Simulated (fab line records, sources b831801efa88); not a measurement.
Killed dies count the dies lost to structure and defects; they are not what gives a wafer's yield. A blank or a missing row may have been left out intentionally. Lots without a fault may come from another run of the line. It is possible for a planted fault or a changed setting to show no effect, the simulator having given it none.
fab line records	flow sky130
record: lots: 4	wafers: 12	last-day: 50
route steps=708 shown GATE_OXIDE@192 POLY_GATE@204 RES_PROTECT@206 PAD_OPEN@708
lots with no fault: from the same line, run without faults
start-h: start of the lot's first displayed wafer, in hours after the record's first day	wait-h: hours since the lot's step before	" same as the row above	L1.1+2: several wafers, shown together as one row	- no value, or no start given	* or withheld: withheld	< > ~ a bound
route shown NAME@n: names a module that has steps shown in the file, with the first one's number in the route	usual: average and standard deviation across the fault-free wafers	same: alike in all rows	chamber/n: place in a boat	sites: the reading at each site	_std_site: the standard deviation of these	_edge_site: mean of outer sites minus mean of inner sites	radius-mm: for every site, how far away it sits from the centre of the wafer	mask NAME#n: copy n	behind: the last tool/chamber to shape the wafer	hold: the reason the lot was held/the length of the hold in hours/how it ended	device: which transistor (n, p or np) failed to switch	end of line: tests of these same wafers at the route's end	a step with no rows: only its recipe	killed: dies lost to structure and defects at the first sort, not the wafer's yield	map: dies across one wafer; x = killed, . = not, _ = none there
set.NAME: the setting that was run; set.NAME@STEP: the one run at that earlier step	model.NAME: the simulator's own value behind a step, which no gauge read
certain route steps with their lots: each step a table, each wafer a row
services: a tool's chamber out of use, with start hour (start-h, from the record's first day; less than 0 if before it), hours out, and reason
== steps ==
step: SKY_GATE_OXIDE_COAT_05
recipe: resist: NOVOLAK	spin-rpm: 3000	resist-thk-nm: 1140
step: SKY_GATE_OXIDE_SOFTBAKE_06
recipe: temp-c: 90	time-s: 60	resist: NOVOLAK
step: SKY_GATE_OXIDE_EXPOSE_07
recipe: mask-id: LVOM	na: 0.6	source-shape: conventional	sigma-outer: 0.6	polarization: unpolarized	target-cd-nm: 600	dose-mj: 170
step: SKY_GATE_OXIDE_PEB_08
recipe: temp-c: withheld	time-s: *	resist: NOVOLAK
step: SKY_GATE_OXIDE_DEVELOP_09
recipe: resist: NOVOLAK	developer: TMAH	develop-time-s: 60	dev-temp-c: 23
step: SKY_GATE_OXIDE_IMPLANT_11
recipe: species: B	energy-kev: 10	dose-cm2: 2.6e+12	tilt-deg: withheld
step: SKY_GATE_OXIDE_WET_ETCH_12
recipe: chemistry: dHF	target-depth-nm: 16.8	dry: n2-spin	target: SiO2	dilution: 100:1	temp-c: 25	time-s: 336
step: SKY_GATE_OXIDE_STRIP_13
recipe: chemistry: O2/N2	power-w: 1400	pressure-mtorr: 1500	platen-temp-c: withheld	o2-flow-sccm: 3000	n2-flow-sccm: 300	overash-fraction: 0.5
step: SKY_GATE_OXIDE_CLEAN_15
recipe: chemistry: SC1/SC2	mix: 1:4:20	temp-c: 70	time-s: 150	dry: n2-spin
step: SKY_GATE_OXIDE_OXIDATION_16
recipe: temp-c: 800	ambient: O2	idle-temp-c: 700	ramp-up-c-per-min: 10	ramp-down-c-per-min: 3	stabilise-s: 600	purge-s: 300	target-thk-a: 35.7	ox-time-s: 1915
step: SKY_POLY_GATE_CVD_00
recipe: material: poly-Si	target-thk-nm: 180	temp-c: 620	time-s: 720	pressure-mtorr: 200
usual: pressure-mtorr: 199.9/0.37	spike-tc-lower-C: 620.0/1.1	spike-tc-top-C: 637.2/1.1
lot.wafer	tool	chamber	start-h	wait-h	pressure-mtorr	spike-tc-lower-C	spike-tc-top-C	model.poly-Si_of_POLY_GATE_CVD_00.thk-nm
L804.1	lpcvd-01	1	384.72	0.0	199.3	620.1	637.2	179.2
L804.2	"	1	"	"	199.6	621.7	638.4	181.3
L804.3	"	1	"	"	199.9	619.3	636.7	180.2
L808.1	lpcvd-01	0	413.78	0.0	99.6	619.8	637.5	127.1
L808.3	"	0	"	"	100.4	620.9	639.1	126.1
L808.6	"	0	"	"	100.0	620.6	637.8	129.4
L809.1	lpcvd-01	0	424.91	0.0	100.3	618.7	636.8	125.8
L809.2	"	0	"	"	100.2	619.9	637.0	127.5
L809.3	"	0	"	"	99.7	619.6	636.4	126.5
L819.1	lpcvd-01	1	522.09	0.0	200.2	619.9	635.1	183.6
L819.2	"	1	"	"	199.7	619.7	635.5	182.9
L819.6	"	1	"	"	200.6	618.6	638.5	184.9
step: SKY_POLY_GATE_THK_MEAS_01
recipe: reads: poly-Si_of_POLY_GATE_CVD_00
usual: POLY_GATE_CVD_00_THK: 180.3/1.7
lot.wafer	tool	chamber	start-h	wait-h	POLY_GATE_CVD_00_THK[nm]
L804.1	film-metro-02	-	385.92	0.0	179.2
L804.2	"	-	"	"	181.3
L804.3	"	-	"	"	180.2
L808.1	film-metro-02	-	414.98	0.0	127.2
L808.3	"	-	"	"	126.0
L808.6	"	-	"	"	129.3
L809.1	film-metro-01	-	426.71	0.0	125.8
L809.2	"	-	"	"	127.6
L809.3	"	-	"	"	126.5
L819.1	film-metro-02	-	523.29	0.0	183.7
L819.2	"	-	"	"	182.9
L819.6	"	-	"	"	185.0
step: SKY_RES_PROTECT_DEHYDRATE_00
recipe: temp-c: 200	time-s: 60
step: SKY_RES_PROTECT_HMDS_01
recipe: prime-time-s: 60	prime-temp-c: 120
step: SKY_RES_PROTECT_COAT_02
recipe: resist: NOVOLAK	spin-rpm: 3000	resist-thk-nm: 1140
step: SKY_RES_PROTECT_SOFTBAKE_03
recipe: temp-c: 90	time-s: 60	resist: NOVOLAK
step: SKY_RES_PROTECT_EXPOSE_04
recipe: mask-id: RPM	na: 0.6	source-shape: conventional	sigma-outer: 0.6	polarization: unpolarized	target-cd-nm: 1270	dose-mj: 131
step: SKY_RES_PROTECT_PEB_05
recipe: temp-c: withheld	time-s: *	resist: NOVOLAK
step: SKY_RES_PROTECT_DEVELOP_06
recipe: resist: NOVOLAK	developer: TMAH	develop-time-s: 60	dev-temp-c: 23
step: SKY_POLY_GATE_IMPLANT_02
recipe: species: P	energy-kev: 30	dose-cm2: 7.7e+15	tilt-deg: 0
step: SKY_RES_PROTECT_STRIP_07
recipe: chemistry: O2/N2	power-w: 1400	pressure-mtorr: 1500	platen-temp-c: withheld	o2-flow-sccm: 3000	n2-flow-sccm: 300	overash-fraction: 0.5
step: SKY_RES_PROTECT_CLEAN_09
recipe: chemistry: SC1/SC2	mix: 1:4:20	temp-c: 70	time-s: 150	dry: n2-spin
lot.wafer	tool	chamber	start-h	wait-h	model.poly-Si_of_POLY_GATE_CVD_00.thk-nm
L804.1	wet-bench-02	2	415.15	0.1	178.6
L804.2	"	2	"	"	180.6
L804.3	"	2	"	"	179.6
L808.1	wet-bench-01	2	445.85	0.1	126.5
L808.3	"	2	"	"	125.5
L808.6	"	2	"	"	128.8
L809.1	wet-bench-01	3	458.20	0.1	125.2
L809.2	"	3	"	"	126.9
L809.3	"	3	"	"	125.9
L819.1	wet-bench-02	2	553.20	0.1	182.9
L819.2	"	2	"	"	182.2
L819.6	"	2	"	"	184.3
step: SKY_POLY_GATE_CVD_03
recipe: material: Si3N4	precursor: DCS/NH3	target-thk-nm: 75	temp-c: 770	time-s: 1290	pressure-mtorr: 250
step: SKY_POLY_GATE_DEHYDRATE_05
recipe: temp-c: 200	time-s: 60
step: SKY_POLY_GATE_HMDS_06
recipe: prime-time-s: 60	prime-temp-c: 120
step: SKY_POLY_GATE_COAT_07
recipe: resist: BARC	temp-c: withheld	time-s: withheld	spin-rpm: 3000	resist-thk-nm: 110
step: SKY_POLY_GATE_COAT_08
recipe: resist: KrF-thick	spin-rpm: 3000	resist-thk-nm: 450
step: SKY_POLY_GATE_SOFTBAKE_09
recipe: temp-c: 100	time-s: 90	resist: KrF-thick
step: SKY_POLY_GATE_EXPOSE_10
recipe: mask-id: P1M	na: 0.68	source-shape: conventional	sigma-outer: 0.6	target-cd-nm: 150	dose-mj: 28
step: SKY_POLY_GATE_PEB_11
recipe: peb-temp-c: withheld	peb-time-s: withheld	resist: KrF-thick
step: SKY_POLY_GATE_DEVELOP_12
recipe: develop-time-s: 60	resist: KrF-thick	dev-temp-c: 21
step: SKY_POLY_GATE_ETCH_15
recipe: chemistry: N2/H2	target: BARC	ion-energy-ev: 200	source-w: 500	bias-w: 100	pressure-mtorr: 30	n2-flow-sccm: 100	h2-flow-sccm: 200	stop-on: SiO2	time-s: 118.5	target-depth-a: 1100
step: SKY_POLY_GATE_ETCH_16
recipe: stop-on: poly-Si	chemistry: CH3F/O2	target: Si3N4	source-w: 400	bias-w: 80	pressure-mtorr: 25	ch3f-flow-sccm: 40	O2_flow_sccm: 30	time-s: 147.5	target-depth-a: 750
step: SKY_POLY_GATE_ETCH_17
recipe: target-depth-nm: 180	stop-on: SiO2	over-etch-frac: 0.56667	chemistry: HBr/Cl2	target: poly-Si	icp-w: 400	bias-w: 100	pressure-mtorr: 10	HBr_flow_sccm: 150	Cl2_flow_sccm: 50	time-s: 70.5
usual: drypump-motor-current-A: 5.8/0.55	oes-product-au: 0.984/0.011	throttle-valve-pct: 33.685/0.009
lot.wafer	tool	chamber	start-h	wait-h	drypump-motor-current-A	oes-product-au	rf-hours-counter-h	throttle-valve-pct	model.POLY_GATE.feature-depth-nm	model.etch.depth-nm
L804.1	rie-si-02	2	447.73	0.0	6.0	0.967	5	33.686	171.8	171.8
L804.2	"	1	"	"	4.8	0.972	2	33.691	173.9	173.9
L804.3	"	0	"	"	5.4	0.986	7	33.672	179.3	179.3
L808.1	rie-si-02	2	477.98	0.0	6.0	0.789	5	33.678	126.5	126.5
L808.3	"	1	"	"	4.8	0.776	2	33.675	125.5	125.5
L808.6	"	1	"	"	4.8	0.784	-	33.697	128.8	128.8
L809.1	rie-si-01	1	491.23	0.0	5.9	0.786	3	33.692	125.2	125.2
L809.2	"	2	"	"	6.7	0.783	22	33.683	126.9	126.9
L809.3	"	3	"	"	5.6	0.786	22	33.685	125.9	125.9
L819.1	rie-si-01	0	585.58	0.0	5.7	0.995	0	33.666	182.9	182.9
L819.2	"	1	"	"	5.9	1.005	3	33.675	182.2	182.2
L819.6	"	3	"	"	5.6	1.005	-	33.670	181	181
step: SKY_POLY_GATE_STRIP_18
recipe: chemistry: O2/N2	power-w: 1400	pressure-mtorr: 1500	platen-temp-c: withheld	o2-flow-sccm: 3000	n2-flow-sccm: 300	overash-fraction: 0.5
step: SKY_PAD_OPEN_PROBE_99
usual: killed_at_M0_to_M3: 43/6.8	killed_at_M4_up: 3.3/2.1	killed-at-contacts: 24/5	killed-at-front-end: 15/4.4	killed-at-other: 0.3/0.57	killed-dies: 86/9.7	killed-open: 47/7.3	killed-short: 39/6.1
same: gross-dies: 492	killed-at-back-side: 0
lot.wafer	tool	chamber	start-h	wait-h	killed_at_M0_to_M3	killed_at_M4_up	killed-at-contacts	killed-at-front-end	killed-at-other	killed-dies	killed-open	killed-short	model.etest.res-xhigh-po.line-ohm-um	model.etest.res-high-po.line-ohm-um	model.etest.res-poly.line-ohm-um	model.etest.res-xhigh-po.rs-ohm-sq	model.etest.tip-sonos.rs-ohm-sq	model.etest.res-high-po.rs-ohm-sq	model.etest.licon-high-po.rc-ohm	model.etest.res-poly.rs-ohm-sq
L804.1	prober-02	-	1130.01	0.1	38	5	16	9	2	70	37	33	5794	754.4	502.3	2018	2720	266.6	366.1	48.54
L804.2	prober-02	-	1130.06	0.1	41	3	30	9	0	83	46	37	6234	769.4	541.7	2152	2684	269.6	375.3	49.36
L804.3	prober-02	-	1130.11	0.2	52	7	24	12	0	95	57	38	5819	737.7	516.8	2030	2672	261.5	363.3	48.49
L808.1	prober-02	-	1150.95	0.1	44	7	23	27	0	101	56	45	5072	933.9	706.1	1746	2564	320.9	309	63.14
L808.3	prober-02	-	1151.05	0.2	45	1	28	15	1	90	47	43	5334	962.2	737.4	1806	2600	330.4	314.4	64.78
L808.6	prober-02	-	1151.20	0.2	38	6	21	13	0	78	43	35	5343	954.7	726.4	1819	2554	326.5	310.6	63.75
L809.1	prober-01	-	1154.75	0.1	44	2	30	13	0	89	48	41	5079	944.1	667.9	1801	2540	332.5	315.7	64.79
L809.2	prober-01	-	1154.80	0.1	29	4	12	16	1	62	33	29	5282	947.6	645.4	1861	2540	336	325.8	65.08
L809.3	prober-01	-	1154.85	0.2	44	6	29	14	0	93	47	45	5376	969	699.9	1868	2537	341.2	324.6	65.58
L819.1	prober-01	-	1206.46	0.1	42	2	19	22	0	85	41	43	5657	712.7	466.9	2004	2655	256.2	352.6	47.13
L819.2	prober-01	-	1206.51	0.1	43	1	31	17	0	92	47	43	5728	735	487.7	1995	2590	257.9	362.2	47.23
L819.6	prober-01	-	1206.71	0.2	38	0	26	21	1	86	47	38	5797	747.8	505.9	2025	2671	258.1	356.5	46.86
killed by level:class
L804.1 VIA1:geometric-particle:open=10 VIA2:geometric-particle:open=9 METAL1:geometric-particle:short=7 LI_CONTACT:geometric-particle:open=5 POLY_GATE:geometric-particle:short=4 CONTACT:geometric-particle:open=4 METAL2:geometric-particle:short=3 LI_CONTACT:geometric-particle:short=3
L804.2 CONTACT:geometric-particle:open=9 VIA2:geometric-particle:open=9 LI_CONTACT:geometric-particle:open=8 VIA3:geometric-particle:open=6 VIA1:geometric-particle:short=6 METAL2:geometric-particle:short=6 CONTACT:geometric-particle:short=5 LI_CONTACT:geometric-particle:short=4
L804.3 VIA1:geometric-particle:open=14 LI_CONTACT:geometric-particle:open=12 VIA2:geometric-particle:open=10 METAL1:geometric-particle:short=9 METAL4:geometric-particle:short=7 CONTACT:geometric-particle:open=6 FIELD_ISO:geometric-particle:open=4 POLY_GATE:geometric-particle:open=4
L808.1 CONTACT:geometric-particle:open=12 POLY_GATE:geometric-particle:open=9 FIELD_ISO:geometric-particle:open=7 METAL4:geometric-particle:short=7 VIA1:geometric-particle:open=7 FIELD_ISO:geometric-particle:short=6 METAL1:geometric-particle:short=6 METAL2:geometric-particle:short=6
L808.3 CONTACT:geometric-particle:open=10 METAL2:geometric-particle:short=8 LI_CONTACT:geometric-particle:open=8 VIA3:geometric-particle:open=8 VIA1:geometric-particle:short=7 VIA1:geometric-particle:open=7 LOCAL_INTERCONNECT:geometric-particle:short=5 METAL1:geometric-particle:short=4
L808.6 VIA2:geometric-particle:open=10 CONTACT:geometric-particle:open=9 VIA1:geometric-particle:open=6 FIELD_ISO:geometric-particle:open=5 LI_CONTACT:geometric-particle:open=5 METAL1:geometric-particle:short=4 VIA3:geometric-particle:short=4 POLY_GATE:geometric-particle:open=3
L809.1 CONTACT:geometric-particle:open=9 VIA2:geometric-particle:open=8 VIA3:geometric-particle:open=7 VIA1:geometric-particle:open=6 LI_CONTACT:geometric-particle:open=6 LOCAL_INTERCONNECT:geometric-particle:short=6 CONTACT:geometric-particle:short=6 METAL1:geometric-particle:short=5
L809.2 VIA1:geometric-particle:open=8 CONTACT:geometric-particle:open=6 FIELD_ISO:geometric-particle:short=5 VIA2:geometric-particle:open=4 METAL2:geometric-particle:short=4 SPACER:geometric-particle:short=3 LI_CONTACT:geometric-particle:open=3 METAL4:geometric-particle:open=3
L809.3 VIA2:geometric-particle:open=12 CONTACT:geometric-particle:open=9 POLY_GATE:geometric-particle:short=8 CONTACT:geometric-particle:short=7 VIA1:geometric-particle:open=6 LI_CONTACT:geometric-particle:open=5 VIA1:geometric-particle:short=5 METAL2:geometric-particle:short=5
L819.1 VIA3:geometric-particle:open=9 CONTACT:geometric-particle:open=9 METAL1:geometric-particle:short=9 FIELD_ISO:geometric-particle:short=8 VIA1:geometric-particle:open=6 VIA2:geometric-particle:open=6 POLY_GATE:geometric-particle:short=5 POLY_GATE:geometric-particle:open=5
L819.2 CONTACT:geometric-particle:open=13 CONTACT:geometric-particle:short=9 VIA1:geometric-particle:open=8 FIELD_ISO:geometric-particle:short=7 VIA3:geometric-particle:short=6 LI_CONTACT:geometric-particle:open=6 VIA2:geometric-particle:open=6 METAL1:geometric-particle:short=5
L819.6 LI_CONTACT:geometric-particle:open=9 VIA1:geometric-particle:open=9 CONTACT:geometric-particle:open=7 VIA2:geometric-particle:short=6 VIA3:geometric-particle:open=5 METAL1:geometric-particle:short=5 POLY_GATE:geometric-particle:open=4 LOCAL_INTERCONNECT:geometric-particle:short=4
== services ==
tool	chamber	start-h	hours	kind
rie-si-01	0	478.34	-	clean
rie-si-01	0	478.34	13.9	scheduled-down
rie-si-01	0	478.34	13.9	vent-cycle
rie-si-01	1	510.44	3.1	repair
wet-bench-01	-	515.57	1.0	repair
rie-si-01	0	545.92	1.9	repair
wet-bench-01	-	553.05	0.8	repair
rie-si-02	1	576.40	1.9	repair
== key ==
first-sign: step: SKY_POLY_GATE_CVD_00	reading: pressure-mtorr	direction: down	sigmas: 99+	usual: 199.9	struck: 100.0
effect: step: SKY_POLY_GATE_THK_MEAS_01	reading: POLY_GATE_CVD_00_THK	direction: down	sigmas: 32	usual: 180.3	struck: 127.1
effect: step: SKY_POLY_GATE_ETCH_17	reading: oes-product-au	direction: down	sigmas: 18	usual: 0.984	struck: 0.784
model-effect: step: SKY_POLY_GATE_CVD_00	value: poly-Si_of_POLY_GATE_CVD_00.thk-nm	without: 179.8	struck: 127.1
model-effect: step: SKY_RES_PROTECT_CLEAN_09	value: poly-Si_of_POLY_GATE_CVD_00.thk-nm	without: 179.2	struck: 126.4
model-effect: step: SKY_POLY_GATE_ETCH_17	value: POLY_GATE.feature-depth-nm	without: 177.1	struck: 126.4
model-effect: step: SKY_PAD_OPEN_PROBE_99	value: etest.res-xhigh-po.line-ohm-um	without: 5747	struck: 5248
met-at SKY_POLY_GATE_CVD_00
struck-wafers L808.1,L808.3,L808.6,L809.1,L809.2,L809.3
tester-left-out L808,L809
fault: kind: process-parameter-drift	tool: lpcvd-01	chamber: 0	onset-h: 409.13	steps: SKY_POLY_GATE_CVD_00	channel: pressure-mtorr	offset: -100	shape: step	end-h: 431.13	stated: 200
tester-left-out: of these lots the tester's yield and bins aren't shown, on N5 and GAA mostly nor the transistor test; their killed dies are dies lost to structure and defects alone, not to doping, threshold or leakage, so they don't give the yield
